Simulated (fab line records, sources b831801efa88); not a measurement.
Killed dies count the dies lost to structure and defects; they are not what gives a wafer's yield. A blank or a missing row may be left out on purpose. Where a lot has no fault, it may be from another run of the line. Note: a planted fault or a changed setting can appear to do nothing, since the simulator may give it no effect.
Split-lot experiment / flow sfqLine / 5 lots, 15 wafers read, on a route of 325 steps

## THE SPLIT
At SFQ_TRILAYER_R5_LITHO_COAT_141 (resist thk 62 nm), the setting resistThkNm was moved away from the recipe's 62 nm on 3 of the 15 wafers read, by -2.2% to +3.3%. For the rest of the wafers, this setting stayed at what the recipe calls for.

## FROM THE SPLIT TO THE READING: what the file shows between them, 3 steps
- SFQ_TRILAYER_R5_LITHO_COAT_136: resist thk 600 nm
- SFQ_TRILAYER_R5_LITHO_SOFTBAKE_140
- SFQ_TRILAYER_R5_LITHO_DEVELOP_138: time 60 s

## THE READING
etch.depthNm (the simulator's own value, which no gauge read), in nm, at SFQ_TRILAYER_R5_BARC_OPEN_METAL_ETCH_177 (etches BARC in O2, target depth 125 nm, time 41.7 s). The file does not state a usual value for it. Here, 12 wafers ran the recipe; their average is 62.01 nm with a standard deviation of 0.13 nm.

wafer=L076.1; tool, chamber at the split=lithoTrack-02, 0; resistThkNm as run, nm=62; against the recipe=recipe; etch.depthNm, nm=61.83; against lot-mates on the recipe=-
wafer=L076.2; tool, chamber at the split=lithoTrack-02, 0; resistThkNm as run, nm=62; against the recipe=recipe; etch.depthNm, nm=61.88; against lot-mates on the recipe=-
wafer=L076.3; tool, chamber at the split=lithoTrack-02, 0; resistThkNm as run, nm=62; against the recipe=recipe; etch.depthNm, nm=62.01; against lot-mates on the recipe=-
wafer=L076.5; tool, chamber at the split=lithoTrack-02, 0; resistThkNm as run, nm=62; against the recipe=recipe; etch.depthNm, nm=62; against lot-mates on the recipe=-
wafer=L076.6; tool, chamber at the split=lithoTrack-02, 0; resistThkNm as run, nm=62; against the recipe=recipe; etch.depthNm, nm=61.95; against lot-mates on the recipe=-
wafer=L081.2; tool, chamber at the split=lithoTrack-01, 0; resistThkNm as run, nm=62; against the recipe=recipe; etch.depthNm, nm=62.19; against lot-mates on the recipe=-
wafer=L081.3; tool, chamber at the split=lithoTrack-01, 0; resistThkNm as run, nm=62; against the recipe=recipe; etch.depthNm, nm=62.24; against lot-mates on the recipe=-
wafer=L081.6; tool, chamber at the split=lithoTrack-01, 0; resistThkNm as run, nm=62; against the recipe=recipe; etch.depthNm, nm=62.22; against lot-mates on the recipe=-
wafer=L082.2; tool, chamber at the split=lithoTrack-01, 0; resistThkNm as run, nm=64.06; against the recipe=+3.3%; etch.depthNm, nm=63.95; against lot-mates on the recipe=+1.98
wafer=L082.3; tool, chamber at the split=lithoTrack-01, 0; resistThkNm as run, nm=62; against the recipe=recipe; etch.depthNm, nm=61.97; against lot-mates on the recipe=-
wafer=L083.1; tool, chamber at the split=lithoTrack-03, 0; resistThkNm as run, nm=60.66; against the recipe=-2.2%; etch.depthNm, nm=60.57; against lot-mates on the recipe=-1.38
wafer=L083.3; tool, chamber at the split=lithoTrack-03, 0; resistThkNm as run, nm=62; against the recipe=recipe; etch.depthNm, nm=61.95; against lot-mates on the recipe=-
wafer=L084.2; tool, chamber at the split=lithoTrack-01, 0; resistThkNm as run, nm=62; against the recipe=recipe; etch.depthNm, nm=61.94; against lot-mates on the recipe=-
wafer=L084.3; tool, chamber at the split=lithoTrack-01, 0; resistThkNm as run, nm=60.85; against the recipe=-1.9%; etch.depthNm, nm=60.68; against lot-mates on the recipe=-1.27
wafer=L084.6; tool, chamber at the split=lithoTrack-01, 0; resistThkNm as run, nm=62; against the recipe=recipe; etch.depthNm, nm=61.97; against lot-mates on the recipe=-

THE FIT
A straight line over all 15 wafers: etch.depthNm changes by +0.627 nm for each +1% of resistThkNm; r = +0.98; the points scatter about the line by 0.14 nm.
The same after taking each lot's own level away (the mean of its wafers on the recipe; 15 wafers): +0.622 nm for each +1%; r = +1.00; scatter 0.059 nm.
Per that fit: largest resistThkNm move, reading shift of 2.1 nm.
Measured against the standard deviation above, the lots' own levels, which go from 61.934 to 62.217 nm, span 2.2 times it.
The two slopes agree, so the slope changes little with the lot-to-lot level.
Check: for one of the wafers moved furthest among these (+3.3%), held out of the fit, the line's prediction against its lot-mates is +2.19 nm. Against them it came out at +1.98 nm.

## THESE WAFERS: OTHER SPLITS
Note: prior to the reading, these wafers also went through further splits. Each is held against what the fit with the lots' levels taken away leaves over:
other split on the same wafers=SFQ_TRILAYER_I4_VIA_BARC_OPEN_VIA_ETCH_146 timeS; wafers away from the commonest value=5; r with etch.depthNm (lot level and that fit taken away)=-0.06
other split on the same wafers=SFQ_TRILAYER_JJ_TRILAYER_DEP_SPUTTER_110 timeS; wafers away from the commonest value=7; r with etch.depthNm (lot level and that fit taken away)=-0.11
other split on the same wafers=SFQ_TRILAYER_JJ_CE_LITHO_COAT_119 spinRpm; wafers away from the commonest value=7; r with etch.depthNm (lot level and that fit taken away)=-0.22
other split on the same wafers=SFQ_TRILAYER_JJ_CE_LITHO_PEB_117 pebTempC; wafers away from the commonest value=2; r with etch.depthNm (lot level and that fit taken away)=-0.02
other split on the same wafers=SFQ_TRILAYER_M5_LITHO_COAT_123 spinRpm; wafers away from the commonest value=3; r with etch.depthNm (lot level and that fit taken away)=+0.43

## THE WHOLE CHAIN: every reading that the file lists as answering this split, in the file's order
step=SFQ_TRILAYER_R5_LITHO_COAT_141; what it does=resist thk 62 nm; reading=BARC_of_TRILAYER_R5_LITHO_COAT_141.thkNm (the simulator's own value, which no gauge read); change (the file's fit)=+0.61 nm for each +1% of the setting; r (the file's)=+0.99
step=SFQ_TRILAYER_R5_BARC_OPEN_METAL_ETCH_177; what it does=etches BARC in O2, target depth 125 nm, time 41.7 s; reading=etch.depthNm (the simulator's own value, which no gauge read); change (the file's fit)=+0.625 nm for each +1% of the setting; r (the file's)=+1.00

## THE FILE'S OWN FIT
etch.depthNm changes by +0.625 nm for each +1% of resistThkNm, r = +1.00.
